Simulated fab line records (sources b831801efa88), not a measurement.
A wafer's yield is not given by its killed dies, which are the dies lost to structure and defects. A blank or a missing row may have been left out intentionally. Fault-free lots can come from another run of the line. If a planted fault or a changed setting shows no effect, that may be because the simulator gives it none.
fab line records	flow sky130
record lots=12	wafers=36	last_day=50
route steps=708 shown VIA4@657 PASSIVATION@682 PAD_OPEN@708
lots with no fault: from the same line, run without faults
start_h: start of the lot's first displayed wafer, in hours after the record's first day	wait_h: hours elapsed since this lot's preceding step	" the same as in the row above	L1.1+2: a single row standing in for several wafers	- no value, or no start given	* or withheld: withheld	< > ~ a bound
route shown NAME@n: names a module that has steps shown in the file, with the first one's number in the route	usual: mean/standard deviation of fault-free wafers	same: alike in all rows	chamber/n: place in a boat	sites: the reading at each site	_std_site: standard deviation of those values	_edge_site: outer sites' mean less inner sites'	radius_mm: for every site, how far away it sits from the centre of the wafer	mask NAME#n: copy n	behind: tool/chamber where the wafer was last shaped	hold: why the lot was held/for how many hours/how that ended	device: which transistor (n, p or np) failed to switch	end of line: the tests these same wafers got at the end of their route	a step given without rows: its recipe and nothing more	killed: the dies lost at the first sort to structure and to defects; this is not the yield of the wafer	map: the dies of a wafer, with x for killed, . for not killed, _ for no die there
set.NAME: the run value of the setting; set.NAME@STEP: its run value at that earlier step	model.NAME: the simulator's own value behind a step, which no gauge read
the route's steps for a sample of lots (tables are steps, rows are wafers)
services: a tool's chamber out of use, with start hour (start_h, from the record's first day; less than 0 if before it), hours out, and reason
## steps
# step SKY_VIA4_CVD_18
# recipe material=W	target_thk_nm=505	time_s=152.14	temp_c=400	pressure_torr=40
# usual heater_power_w=860/72
lot.wafer	tool	chamber	start_h	wait_h	heater_power_w
L787.2	cvd_w-02	0	1007.27	0.0	870
L787.3	"	1	"	"	948
L787.6	"	1	"	"	950
L788.1	cvd_w-02	0	1013.74	0.0	869
L788.2	"	1	"	"	958
L788.3	"	0	"	"	848
L790.2	cvd_w-01	1	1033.50	0.0	759
L790.3	"	1	"	"	757
L790.6	"	1	"	"	769
L794.1	cvd_w-01	0	1056.93	0.0	818
L794.4	"	0	"	"	845
L794.5	"	1	"	"	778
L798.1	cvd_w-02	1	1081.11	0.0	964
L798.2	"	0	"	"	886
L798.5	"	1	"	"	967
L799.3	cvd_w-01	0	1086.66	0.1	861
L799.5	"	0	"	"	838
L799.6	"	1	"	"	753
L804.3	cvd_w-02	1	1116.72	0.1	996
L804.4	"	0	"	"	848
L804.5	"	0	"	"	845
L805.1	cvd_w-02	0	1120.10	0.0	835
L805.2	"	1	"	"	958
L805.6	"	0	"	"	853
L808.3	cvd_w-01	1	1135.70	0.1	747
L808.4	"	0	"	"	849
L808.5	"	1	"	"	756
L807.1	cvd_w-01	1	1139.16	0.0	783
L807.3	"	1	"	"	768
L807.6	"	1	"	"	777
L809.2	cvd_w-01	0	1144.27	0.0	821
L809.3	"	1	"	"	769
L809.4	"	0	"	"	820
L810.3	cvd_w-01	0	1148.67	0.1	822
L810.4	"	1	"	"	774
L810.5	"	0	"	"	851
# step SKY_VIA4_RS_MEAS_19
# recipe thk_meas_gauge=four-point-probe	reads=W_of_VIA4_CVD_18+TiN_of_VIA4_SPUTTER_17
# usual VIA4_W_RS=0.2282/0.0026
lot.wafer	tool	chamber	start_h	wait_h	VIA4_W_RS[ohm/sq]
L787.2	film_metro-02	-	1007.44	0.1	0.2276
L787.3	"	-	"	"	0.2263
L787.6	"	-	"	"	0.2305
L788.1	film_metro-02	-	1013.89	0.1	0.2311
L788.2	"	-	"	"	0.2307
L788.3	"	-	"	"	0.2294
L790.2	film_metro-01	-	1033.68	0.1	0.2308
L790.3	"	-	"	"	0.2302
L790.6	"	-	"	"	0.2304
L794.1	film_metro-01	-	1057.08	0.1	0.2239
L794.4	"	-	"	"	0.2244
L794.5	"	-	"	"	0.2303
L798.1	film_metro-01	-	1081.26	0.1	0.2299
L798.2	"	-	"	"	0.2272
L798.5	"	-	"	"	0.2308
L799.3	film_metro-01	-	1086.80	0.1	0.2288
L799.5	"	-	"	"	0.2303
L799.6	"	-	"	"	0.2327
L804.3	film_metro-02	-	1116.87	0.1	0.2298
L804.4	"	-	"	"	0.2264
L804.5	"	-	"	"	0.2250
L805.1	film_metro-01	-	1120.25	0.1	0.2326
L805.2	"	-	"	"	0.2325
L805.6	"	-	"	"	0.2282
L808.3	film_metro-04	-	1135.84	0.1	0.2258
L808.4	"	-	"	"	0.2262
L808.5	"	-	"	"	0.2251
L807.1	film_metro-01	-	1139.31	0.1	0.2265
L807.3	"	-	"	"	0.2249
L807.6	"	-	"	"	0.2250
L809.2	film_metro-01	-	1144.45	0.1	0.2250
L809.3	"	-	"	"	0.2221
L809.4	"	-	"	"	0.2233
L810.3	film_metro-01	-	1148.82	0.1	0.2265
L810.4	"	-	"	"	0.2303
L810.5	"	-	"	"	0.2276
# step SKY_PASSIVATION_THK_MEAS_01
# recipe reads=SiO2_of_PASSIVATION_CVD_00
# usual PASSIVATION_CVD_00_THK=90.2/1
lot.wafer	tool	chamber	start_h	wait_h	PASSIVATION_CVD_00_THK[nm]
L787.2	film_metro-04	-	1032.08	-	90.3
L787.3	"	-	"	"	90.9
L787.6	"	-	"	"	90.6
L788.1	film_metro-04	-	1038.33	-	89.4
L788.2	"	-	"	"	89.2
L788.3	"	-	"	"	89.6
L790.2	film_metro-04	-	1057.33	-	88.9
L790.3	"	-	"	"	90.9
L790.6	"	-	"	"	90.6
L794.1	film_metro-02	-	1080.14	-	88.5
L794.4	"	-	"	"	90.9
L794.5	"	-	"	"	90.5
L798.1	film_metro-04	-	1103.18	-	90.0
L798.2	"	-	"	"	89.9
L798.5	"	-	"	"	90.1
L799.3	film_metro-04	-	1108.55	-	88.7
L799.5	"	-	"	"	90.4
L799.6	"	-	"	"	90.2
L804.3	film_metro-03	-	1136.30	-	90.5
L804.4	"	-	"	"	90.5
L804.5	"	-	"	"	91.3
L805.1	film_metro-02	-	1140.56	-	89.1
L805.2	"	-	"	"	88.0
L805.6	"	-	"	"	89.7
L808.3	film_metro-02	-	1156.28	-	90.5
L808.4	"	-	"	"	91.0
L808.5	"	-	"	"	88.8
L807.1	film_metro-04	-	1158.91	-	89.5
L807.3	"	-	"	"	89.7
L807.6	"	-	"	"	91.4
L809.2	film_metro-03	-	1163.70	-	90.2
L809.3	"	-	"	"	89.8
L809.4	"	-	"	"	90.8
L810.3	film_metro-03	-	1167.68	-	89.8
L810.4	"	-	"	"	91.3
L810.5	"	-	"	"	91.1
# step SKY_PASSIVATION_STRIP_12
# recipe chemistry=O2/N2	power_w=1400	pressure_mtorr=1500	platen_temp_c=withheld	overash_fraction=0.7	o2_flow_sccm=3000	n2_flow_sccm=300
# usual drypump_motor_current_A=6.0/0.56	oes_product_au=0.661/0.0046	strip_time_to_endpoint_s=31.41/0.12
lot.wafer	tool	chamber	start_h	wait_h	drypump_motor_current_A	oes_product_au	rf_hours_counter_h	strip_time_to_endpoint_s
L787.2	plasma_asher-03	0	1054.55	0.1	6.5	0.663	55	31.25
L787.3	"	0	"	"	6.5	0.664	-	31.45
L787.6	"	0	"	"	6.5	0.668	-	31.46
L788.1	plasma_asher-03	1	1059.91	0.1	6.0	0.665	56	31.40
L788.2	"	0	"	"	6.6	0.659	56	31.49
L788.3	"	0	"	"	6.6	0.662	-	31.38
L790.2	plasma_asher-03	1	1079.22	0.1	6.0	0.660	58	31.38
L790.3	"	0	"	"	6.6	0.653	-	31.38
L790.6	"	0	"	"	6.6	0.667	-	31.46
L794.1	plasma_asher-03	0	1101.10	0.1	6.6	0.663	60	31.54
L794.4	"	0	"	"	6.6	0.670	-	31.67
L794.5	"	0	"	"	6.6	0.653	-	31.56
L798.1	plasma_asher-03	1	1124.41	0.1	6.0	0.660	62	31.41
L798.2	"	0	"	"	6.6	0.658	62	31.35
L798.5	"	0	"	"	6.6	0.657	-	31.42
L799.3	plasma_asher-04	0	1128.49	0.1	5.2	0.667	-	31.41
L799.5	"	1	"	"	6.4	0.665	-	31.49
L799.6	"	0	"	"	5.2	0.660	-	31.36
L804.3	plasma_asher-01	0	1154.94	0.1	5.5	0.655	-	31.26
L804.4	"	1	"	"	5.2	0.664	-	31.40
L804.5	"	0	"	"	5.5	0.655	-	31.12
L805.1	plasma_asher-04	1	1158.62	0.1	6.5	0.662	36	31.29
L805.2	"	0	"	"	5.2	0.656	36	31.54
L805.6	"	0	"	"	5.2	0.662	-	31.25
L808.3	plasma_asher-01	1	1173.49	0.1	5.2	0.660	-	31.28
L808.4	"	0	"	"	5.5	0.658	-	31.57
L808.5	"	0	"	"	5.5	0.663	-	31.21
L807.1	plasma_asher-04	1	1176.82	0.1	6.4	0.660	38	31.47
L807.3	"	1	"	"	6.4	0.665	-	31.34
L807.6	"	0	"	"	5.2	0.664	-	31.55
L809.2	plasma_asher-04	0	1181.17	0.1	5.2	0.658	38	31.20
L809.3	"	0	"	"	5.1	0.662	-	31.48
L809.4	"	1	"	"	6.5	0.653	-	31.18
L810.3	plasma_asher-04	0	1184.38	0.1	5.2	0.667	-	31.36
L810.4	"	1	"	"	6.5	0.660	-	31.16
L810.5	"	1	"	"	6.5	0.662	-	31.52
# step SKY_PAD_OPEN_PROBE_99
# usual defect_limited_yield=82.4/1.8	killed_at_M0_to_M3=43/6.8	killed_at_M4_up=3.1/1.6	killed_at_contacts=24/5.4	killed_at_front_end=16/4.4	killed_at_other=0.2/0.48	killed_dies=87/8.8	killed_open=48/6.4	killed_short=39/6.2	sort_bin_3_pad_short=0.9/0.43	sort_bin_5_function=10.5/1.4	sort_bin_6_memory=6.2/1.1	sort_n_pass=405/8.8	sort_yield_pct=82.4/1.8
# same gross_dies=492	killed_at_back_side=0	sort_bin_4_leakage[%]=0	sort_bin_8_speed[%]=0
lot.wafer	tool	chamber	start_h	wait_h	defect_limited_yield[%]	killed_at_M0_to_M3	killed_at_M4_up	killed_at_contacts	killed_at_front_end	killed_at_other	killed_dies	killed_open	killed_short	sort_bin_3_pad_short[%]	sort_bin_5_function[%]	sort_bin_6_memory[%]	sort_n_pass	sort_yield_pct[%]
L787.2	prober-01	-	1078.51	0.1	84.1	36	1	26	15	0	78	46	32	0.6	10.0	5.3	414	84.1
L787.3	prober-01	-	1078.56	0.2	83.7	35	2	24	19	0	80	48	32	0.8	8.7	6.7	412	83.7
L787.6	prober-01	-	1078.71	0.2	84.6	27	4	27	18	0	76	37	39	1.0	10.2	4.3	416	84.6
L788.1	prober-02	-	1084.24	0.1	83.1	43	1	21	18	0	83	54	29	0.4	11.0	5.5	409	83.1
L788.2	prober-02	-	1084.29	0.1	81.7	46	5	31	8	0	90	50	40	0.6	12.0	5.7	402	81.7
L788.3	prober-02	-	1084.34	0.2	83.5	36	1	23	20	1	81	45	36	0.8	9.3	6.3	411	83.5
L790.2	prober-02	-	1101.17	0.1	85.2	41	3	18	11	0	73	41	32	1.4	9.6	3.9	419	85.2
L790.3	prober-02	-	1101.22	0.2	80.3	61	3	19	14	0	97	48	49	0.6	11.2	7.9	395	80.3
L790.6	prober-02	-	1101.37	0.2	81.9	49	1	22	17	0	89	54	35	1.8	10.4	5.9	403	81.9
L794.1	prober-02	-	1123.91	0.1	79.3	31	3	28	20	20	102	42	40	2.2	11.6	6.9	390	79.3
L794.4	prober-02	-	1124.06	0.2	79.1	34	6	22	16	25	103	40	38	3.0	12.0	5.9	389	79.1
L794.5	prober-02	-	1124.11	0.2	77.6	38	2	31	15	24	110	41	46	1.4	14.4	6.5	382	77.6
L798.1	prober-02	-	1145.57	0.1	74.0	43	2	23	18	42	128	44	42	3.0	14.2	8.7	364	74.0
L798.2	prober-02	-	1145.62	0.1	76.0	47	4	31	16	20	118	56	43	1.8	14.4	7.7	374	76.0
L798.5	prober-02	-	1145.77	0.2	80.1	42	4	24	12	16	98	40	42	1.2	12.2	6.5	394	80.1
L799.3	prober-01	-	1149.15	0.2	82.5	37	0	24	25	0	86	47	39	1.4	8.9	7.1	406	82.5
L799.5	prober-01	-	1149.25	0.2	81.5	44	3	28	16	0	91	58	33	0.4	12.0	6.1	401	81.5
L799.6	prober-01	-	1149.30	0.2	84.6	38	3	24	11	0	76	43	33	0.8	8.3	6.3	416	84.6
L804.3	prober-02	-	1174.89	0.2	82.5	41	4	27	12	2	86	40	46	1.6	9.3	6.5	406	82.5
L804.4	prober-02	-	1174.94	0.2	83.7	41	3	27	9	0	80	46	34	0.4	8.7	7.1	412	83.7
L804.5	prober-02	-	1174.99	0.2	82.3	43	4	16	24	0	87	46	41	0.8	11.4	5.5	405	82.3
L805.1	prober-01	-	1178.64	0.1	85.4	43	3	12	13	1	72	39	33	0.2	8.9	5.5	420	85.4
L805.2	prober-01	-	1178.69	0.1	78.0	39	3	34	32	0	108	63	45	1.0	13.0	7.9	384	78.0
L805.6	prober-01	-	1178.89	0.2	82.3	45	3	29	9	1	87	45	42	0.2	10.6	6.9	405	82.3
L808.3	prober-01	-	1191.73	0.2	81.1	56	4	21	12	0	93	50	43	1.2	12.0	5.7	399	81.1
L808.4	prober-01	-	1191.78	0.2	81.9	40	2	25	22	0	89	56	33	0.6	10.2	7.3	403	81.9
L808.5	prober-01	-	1191.83	0.2	81.7	38	4	28	18	2	90	53	37	0.6	11.6	6.1	402	81.7
L807.1	prober-02	-	1195.25	0.1	82.3	44	4	24	15	0	87	46	41	0.4	11.0	6.3	405	82.3
L807.3	prober-02	-	1195.35	0.2	83.5	35	1	22	23	0	81	46	35	0.8	9.8	5.9	411	83.5
L807.6	prober-02	-	1195.50	0.2	84.3	41	3	20	13	0	77	36	41	0.4	10.2	5.1	415	84.3
L809.2	prober-01	-	1199.03	0.1	82.1	41	2	33	12	0	88	46	42	1.0	10.6	6.3	404	82.1
L809.3	prober-01	-	1199.08	0.2	85.4	38	2	25	6	1	72	38	34	0.6	10.0	4.1	420	85.4
L809.4	prober-01	-	1199.13	0.2	80.1	37	4	37	20	0	98	52	46	1.4	12.0	6.5	394	80.1
L810.3	prober-02	-	1202.24	0.2	84.6	46	0	16	14	0	76	46	30	0.8	9.1	5.5	416	84.6
L810.4	prober-02	-	1202.29	0.2	83.1	36	2	30	15	0	83	47	36	1.4	11.6	3.9	409	83.1
L810.5	prober-02	-	1202.34	0.2	78.0	44	5	36	23	0	108	50	58	0.8	12.6	8.5	384	78.0
# killed by level:class
L787.2 LI_CONTACT:geometric_particle:open=12 VIA3:geometric_particle:open=8 CONTACT:geometric_particle:open=7 FIELD_ISO:geometric_particle:short=6 VIA2:geometric_particle:open=6 VIA1:geometric_particle:open=5 METAL2:geometric_particle:short=5 VIA1:geometric_particle:short=4
L787.3 CONTACT:geometric_particle:open=11 VIA3:geometric_particle:open=9 FIELD_ISO:geometric_particle:short=8 LI_CONTACT:geometric_particle:open=6 VIA1:geometric_particle:open=6 FIELD_ISO:geometric_particle:open=5 VIA1:geometric_particle:short=5 CONTACT:geometric_particle:short=4
L787.6 CONTACT:geometric_particle:open=9 LI_CONTACT:geometric_particle:open=6 VIA3:geometric_particle:open=6 FIELD_ISO:geometric_particle:short=5 LOCAL_INTERCONNECT:geometric_particle:short=5 LI_CONTACT:geometric_particle:short=5 METAL2:geometric_particle:short=5 POLY_GATE:geometric_particle:open=4
L788.1 VIA1:geometric_particle:open=15 LI_CONTACT:geometric_particle:open=9 VIA2:geometric_particle:open=7 FIELD_ISO:geometric_particle:open=4 METAL2:geometric_particle:short=4 CONTACT:geometric_particle:open=4 VIA1:geometric_particle:short=4 VIA3:geometric_particle:short=4
L788.2 VIA1:geometric_particle:open=14 CONTACT:geometric_particle:open=12 LI_CONTACT:geometric_particle:open=10 VIA1:geometric_particle:short=6 VIA2:geometric_particle:open=6 METAL3:geometric_particle:short=5 LOCAL_INTERCONNECT:geometric_particle:short=4 METAL2:geometric_particle:short=4
L788.3 LI_CONTACT:geometric_particle:open=9 CONTACT:geometric_particle:open=9 VIA1:geometric_particle:open=7 VIA1:geometric_particle:short=7 METAL1:geometric_particle:short=6 FIELD_ISO:geometric_particle:short=4 POLY_GATE:geometric_particle:open=4 POLY_GATE:geometric_particle:short=4
L790.2 VIA1:geometric_particle:open=9 VIA2:geometric_particle:open=8 LI_CONTACT:geometric_particle:open=6 VIA3:geometric_particle:open=6 LOCAL_INTERCONNECT:geometric_particle:short=5 VIA1:geometric_particle:short=4 POLY_GATE:geometric_particle:open=3 POLY_GATE:geometric_particle:short=3
L790.3 VIA1:geometric_particle:open=14 METAL2:geometric_particle:short=12 METAL1:geometric_particle:short=10 VIA3:geometric_particle:open=7 LI_CONTACT:geometric_particle:open=7 CONTACT:geometric_particle:short=5 VIA2:geometric_particle:short=5 FIELD_ISO:geometric_particle:open=4
L790.6 VIA1:geometric_particle:open=12 CONTACT:geometric_particle:open=10 POLY_GATE:geometric_particle:open=9 VIA1:geometric_particle:short=9 METAL1:geometric_particle:short=7 VIA2:geometric_particle:open=6 LI_CONTACT:geometric_particle:open=5 VIA3:geometric_particle:short=4
L794.1 PASSIVATION:unspecified=20 POLY_GATE:geometric_particle:short=10 CONTACT:geometric_particle:open=9 LI_CONTACT:geometric_particle:open=7 POLY_GATE:geometric_particle:open=6 VIA1:geometric_particle:open=5 LOCAL_INTERCONNECT:geometric_particle:short=5 VIA1:geometric_particle:short=4
L794.4 PASSIVATION:unspecified=25 POLY_GATE:geometric_particle:short=8 METAL1:geometric_particle:short=8 CONTACT:geometric_particle:open=7 LI_CONTACT:geometric_particle:open=6 VIA1:geometric_particle:open=6 VIA2:geometric_particle:open=5 VIA3:geometric_particle:open=5
L794.5 PASSIVATION:unspecified=23 CONTACT:geometric_particle:open=9 POLY_GATE:geometric_particle:short=8 CONTACT:geometric_particle:short=8 LI_CONTACT:geometric_particle:open=7 METAL1:geometric_particle:short=5 VIA1:geometric_particle:short=5 VIA1:geometric_particle:open=5
L798.1 PASSIVATION:unspecified=42 VIA1:geometric_particle:open=9 VIA1:geometric_particle:short=8 FIELD_ISO:geometric_particle:short=7 CONTACT:geometric_particle:open=7 VIA2:geometric_particle:open=7 LI_CONTACT:geometric_particle:open=6 VIA3:geometric_particle:open=6
L798.2 PASSIVATION:unspecified=19 LI_CONTACT:geometric_particle:open=12 VIA1:geometric_particle:open=12 VIA3:geometric_particle:open=7 CONTACT:geometric_particle:open=7 VIA2:geometric_particle:open=7 LOCAL_INTERCONNECT:geometric_particle:short=6 CONTACT:geometric_particle:short=6
L798.5 PASSIVATION:unspecified=16 CONTACT:geometric_particle:open=10 VIA1:geometric_particle:open=10 METAL1:geometric_particle:short=9 LI_CONTACT:geometric_particle:open=7 VIA1:geometric_particle:short=5 METAL2:geometric_particle:short=5 VIA2:geometric_particle:open=5
L799.3 VIA1:geometric_particle:open=7 VIA2:geometric_particle:open=7 VIA3:geometric_particle:open=7 CONTACT:geometric_particle:short=6 FIELD_ISO:geometric_particle:short=5 POLY_GATE:geometric_particle:short=5 LI_CONTACT:geometric_particle:open=5 CONTACT:geometric_particle:open=5
L799.5 CONTACT:geometric_particle:open=13 VIA1:geometric_particle:open=11 VIA2:geometric_particle:open=11 METAL2:geometric_particle:short=7 LI_CONTACT:geometric_particle:open=7 FIELD_ISO:geometric_particle:open=6 METAL1:geometric_particle:short=5 POLY_GATE:geometric_particle:short=4
L799.6 LI_CONTACT:geometric_particle:open=7 CONTACT:geometric_particle:open=7 VIA1:geometric_particle:open=7 CONTACT:geometric_particle:short=6 METAL2:geometric_particle:short=6 VIA3:geometric_particle:open=6 VIA2:geometric_particle:short=5 VIA2:geometric_particle:open=5
L804.3 CONTACT:geometric_particle:open=10 CONTACT:geometric_particle:short=6 METAL1:geometric_particle:short=6 VIA1:geometric_particle:open=6 METAL2:geometric_particle:short=6 VIA3:geometric_particle:open=5 LI_CONTACT:geometric_particle:open=5 LOCAL_INTERCONNECT:geometric_particle:short=5
L804.4 CONTACT:geometric_particle:open=9 VIA3:geometric_particle:open=8 LI_CONTACT:geometric_particle:open=7 METAL2:geometric_particle:short=5 VIA1:geometric_particle:open=5 VIA1:geometric_particle:short=5 VIA2:geometric_particle:open=5 CONTACT:geometric_particle:short=4
L804.5 VIA1:geometric_particle:open=8 VIA3:geometric_particle:open=7 FIELD_ISO:geometric_particle:open=6 VIA2:geometric_particle:open=6 POLY_GATE:geometric_particle:short=5 LI_CONTACT:geometric_particle:open=5 METAL1:geometric_particle:short=5 VIA2:geometric_particle:short=5
L805.1 VIA2:geometric_particle:open=10 VIA1:geometric_particle:open=9 CONTACT:geometric_particle:open=7 METAL1:geometric_particle:short=6 VIA1:geometric_particle:short=5 VIA3:geometric_particle:open=4 VIA3:geometric_particle:short=4 FIELD_ISO:geometric_particle:short=3
L805.2 CONTACT:geometric_particle:open=20 FIELD_ISO:geometric_particle:open=9 VIA1:geometric_particle:open=9 POLY_GATE:geometric_particle:open=8 POLY_GATE:geometric_particle:short=6 FIELD_ISO:geometric_particle:short=5 METAL1:geometric_particle:short=5 VIA2:geometric_particle:open=4
L805.6 VIA1:geometric_particle:open=14 CONTACT:geometric_particle:open=12 LOCAL_INTERCONNECT:geometric_particle:short=7 CONTACT:geometric_particle:short=6 VIA3:geometric_particle:open=6 VIA1:geometric_particle:short=5 FIELD_ISO:geometric_particle:short=4 METAL2:geometric_particle:short=4
L808.3 VIA1:geometric_particle:open=14 METAL2:geometric_particle:short=9 VIA3:geometric_particle:open=8 CONTACT:geometric_particle:open=7 VIA2:geometric_particle:open=7 LI_CONTACT:geometric_particle:open=6 FIELD_ISO:geometric_particle:short=5 VIA1:geometric_particle:short=5
L808.4 VIA1:geometric_particle:open=17 CONTACT:geometric_particle:open=10 POLY_GATE:geometric_particle:open=8 LI_CONTACT:geometric_particle:open=6 CONTACT:geometric_particle:short=5 METAL1:geometric_particle:short=5 VIA2:geometric_particle:open=5 POLY_GATE:geometric_particle:short=4
L808.5 LI_CONTACT:geometric_particle:open=10 VIA1:geometric_particle:open=10 CONTACT:geometric_particle:open=8 VIA2:geometric_particle:open=5 METAL1:geometric_particle:short=5 POLY_GATE:geometric_particle:open=5 POLY_GATE:geometric_particle:short=5 FIELD_ISO:geometric_particle:open=4
L807.1 VIA1:geometric_particle:open=12 CONTACT:geometric_particle:open=8 CONTACT:geometric_particle:short=6 METAL2:geometric_particle:short=6 VIA1:geometric_particle:short=6 VIA3:geometric_particle:open=6 LI_CONTACT:geometric_particle:open=5 FIELD_ISO:geometric_particle:open=4
L807.3 VIA1:geometric_particle:open=11 LI_CONTACT:geometric_particle:open=8 FIELD_ISO:geometric_particle:short=7 FIELD_ISO:geometric_particle:open=6 CONTACT:geometric_particle:short=6 METAL1:geometric_particle:short=6 POLY_GATE:geometric_particle:open=5 CONTACT:geometric_particle:open=5
L807.6 VIA1:geometric_particle:open=17 METAL2:geometric_particle:short=8 VIA1:geometric_particle:short=5 LOCAL_INTERCONNECT:geometric_particle:short=5 CONTACT:geometric_particle:open=5 VIA3:geometric_particle:open=5 CONTACT:geometric_particle:short=4 FIELD_ISO:geometric_particle:short=3
L809.2 CONTACT:geometric_particle:open=16 LI_CONTACT:geometric_particle:open=6 CONTACT:geometric_particle:short=6 METAL3:geometric_particle:short=6 METAL1:geometric_particle:short=6 VIA2:geometric_particle:open=6 VIA3:geometric_particle:open=5 VIA1:geometric_particle:open=4
L809.3 VIA2:geometric_particle:open=8 LI_CONTACT:geometric_particle:open=8 VIA3:geometric_particle:open=8 CONTACT:geometric_particle:short=7 METAL2:geometric_particle:short=6 CONTACT:geometric_particle:open=5 VIA1:geometric_particle:open=4 VIA3:geometric_particle:short=4
L809.4 LI_CONTACT:geometric_particle:open=15 CONTACT:geometric_particle:short=11 VIA1:geometric_particle:open=8 VIA2:geometric_particle:open=6 FIELD_ISO:geometric_particle:short=4 POLY_GATE:geometric_particle:short=4 LOCAL_INTERCONNECT:geometric_particle:open=4 METAL1:geometric_particle:short=4
L810.3 VIA1:geometric_particle:open=12 CONTACT:geometric_particle:open=9 VIA2:geometric_particle:short=7 METAL1:geometric_particle:short=6 VIA2:geometric_particle:open=6 FIELD_ISO:geometric_particle:open=4 LI_CONTACT:geometric_particle:open=4 METAL2:geometric_particle:short=4
L810.4 VIA1:geometric_particle:open=10 CONTACT:geometric_particle:open=9 VIA2:geometric_particle:open=7 LI_CONTACT:geometric_particle:short=6 LI_CONTACT:geometric_particle:open=6 VIA1:geometric_particle:short=6 CONTACT:geometric_particle:short=4 FIELD_ISO:geometric_particle:short=3
L810.5 VIA1:geometric_particle:open=14 CONTACT:geometric_particle:open=14 METAL1:geometric_particle:short=9 CONTACT:geometric_particle:short=7 VIA1:geometric_particle:short=7 LOCAL_INTERCONNECT:geometric_particle:short=6 FIELD_ISO:geometric_particle:short=4 POLY_GATE:geometric_particle:short=4
## services
tool	chamber	start_h	hours	kind
plasma_asher-01	-	1011.11	1.3	repair
cvd_w-01	-	1041.74	0.9	repair
plasma_asher-01	-	1055.25	9.0	pm
plasma_asher-01	0	1055.25	9.0	vent_cycle
plasma_asher-01	1	1055.25	9.0	vent_cycle
plasma_asher-01	0	1064.25	-	clean
plasma_asher-01	1	1064.25	-	clean
cvd_w-01	-	1076.60	2.8	repair
plasma_asher-04	-	1091.12	0.5	repair
cvd_w-02	1	1092.87	2.7	repair
plasma_asher-03	-	1101.20	2.8	pm
cvd_w-01	1	1107.59	17.3	repair
plasma_asher-01	-	1115.72	2.8	pm
plasma_asher-03	-	1118.33	4.1	repair
plasma_asher-01	-	1120.36	2.6	repair
plasma_asher-04	-	1139.22	19.2	repair
cvd_w-02	-	1153.27	6.9	pm
## key
first_sign step=SKY_PAD_OPEN_PROBE_99	reading=killed_at_other	direction=up	sigmas=24	usual=0.2	struck=24.5
effect step=SKY_PAD_OPEN_PROBE_99	reading=sort_bin_3_pad_short	direction=up	sigmas=2.8	usual=0.9	struck=2.1	wafers_moved=3
met_at SKY_PASSIVATION_STRIP_12
struck_lots L794,L798
not_acting_at SKY_VIA4_CVD_18,SKY_VIA4_RS_MEAS_19,SKY_PASSIVATION_THK_MEAS_01
onset_between 1079.22 1101.10
fault kind=chamber_particle_source	tool=plasma_asher-03	chamber=-	onset_h=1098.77	steps=SKY_PASSIVATION_STRIP_12	rate_per_visit_cm2=0.49057	end_h=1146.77
